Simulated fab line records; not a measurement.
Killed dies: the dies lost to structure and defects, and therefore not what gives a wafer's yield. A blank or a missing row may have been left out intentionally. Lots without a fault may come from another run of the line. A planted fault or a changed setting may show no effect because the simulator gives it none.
Chamber matching :: flow gf180mcu :: 4 sister chambers for GF_POLY_GATE_ETCH_13 on rie si-01
The step etches poly-Si in HBr/Cl2, stops on SiO2, target depth 198.5 nm, time 69.6 s. 8 wafers are shown with their chamber, then 12 later ones without.

== WAFERS WITH THEIR CHAMBER ==
wafer: L084.3
chamber: 2
drypump motor current A (A): 6.3
throttle valve pct (%): 33.694

wafer: L084.6
chamber: 1
drypump motor current A (A): 6.1
throttle valve pct (%): 33.679

wafer: L085.1
chamber: 0
drypump motor current A (A): 5.3
throttle valve pct (%): 33.692

wafer: L085.2
chamber: 3
drypump motor current A (A): 5.4
throttle valve pct (%): 33.685

wafer: L085.5
chamber: 1
drypump motor current A (A): 6.1
throttle valve pct (%): 33.681

wafer: L086.4
chamber: 3
drypump motor current A (A): 5.4
throttle valve pct (%): 33.683

wafer: L086.5
chamber: 2
drypump motor current A (A): 6.3
throttle valve pct (%): 33.697

wafer: L086.6
chamber: 0
drypump motor current A (A): 5.2
throttle valve pct (%): 33.694

== WAFERS WITH NO CHAMBER GIVEN ==
wafer: L089.2
drypump motor current A (A): 5.3
throttle valve pct (%): 33.684

wafer: L089.4
drypump motor current A (A): 6.3
throttle valve pct (%): 33.689

wafer: L089.6
drypump motor current A (A): 5.3
throttle valve pct (%): 33.684

wafer: L092.2
drypump motor current A (A): 5.3
throttle valve pct (%): 33.688

wafer: L092.4
drypump motor current A (A): 6.1
throttle valve pct (%): 33.709

wafer: L092.5
drypump motor current A (A): 6.3
throttle valve pct (%): 33.677

wafer: L094.2
drypump motor current A (A): 5.3
throttle valve pct (%): 33.677

wafer: L094.5
drypump motor current A (A): 6.0
throttle valve pct (%): 33.677

wafer: L094.6
drypump motor current A (A): 6.3
throttle valve pct (%): 33.686

wafer: L095.1
drypump motor current A (A): 5.4
throttle valve pct (%): 33.665

wafer: L095.4
drypump motor current A (A): 5.4
throttle valve pct (%): 33.679

wafer: L095.5
drypump motor current A (A): 5.3
throttle valve pct (%): 33.682

== CHAMBER TAKEN BY EACH ==
wafer: L089.2
from the rows above: 3
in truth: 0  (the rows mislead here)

wafer: L089.4
from the rows above: 2
in truth: 2

wafer: L089.6
from the rows above: 3
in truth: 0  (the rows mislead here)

wafer: L092.2
from the rows above: can't be placed: 0 or 3
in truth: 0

wafer: L092.4
from the rows above: 2
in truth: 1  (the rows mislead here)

wafer: L092.5
from the rows above: 1
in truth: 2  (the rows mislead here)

wafer: L094.2
from the rows above: 3
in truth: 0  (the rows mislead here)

wafer: L094.5
from the rows above: 1
in truth: 1

wafer: L094.6
from the rows above: can't be placed: 2 or 1
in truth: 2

wafer: L095.1
from the rows above: 3
in truth: 3

wafer: L095.4
from the rows above: 3
in truth: 3

wafer: L095.5
from the rows above: 3
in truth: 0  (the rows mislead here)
Correct placement for 4 of the 12. Unplaceable from these rows: 2, with the true chamber sitting among the candidates in 2. Wrongly placed: 6.
How it was worked out, from the rows above alone: a wafer's distance from a chamber is the root of the sum, over the readings, of the square of ((its reading less the chamber's mean) divided by the reading's scatter). If the next closest chamber is less than 2 further off than the closest, the wafer can't be placed; otherwise it belongs to the closest. For every chamber, the mean is computed from those of its wafers that are shown. The scatter is the square root of a quotient: the sum, over the shown wafers, of each reading's squared deviation from its chamber's mean, divided by wafers minus chambers.
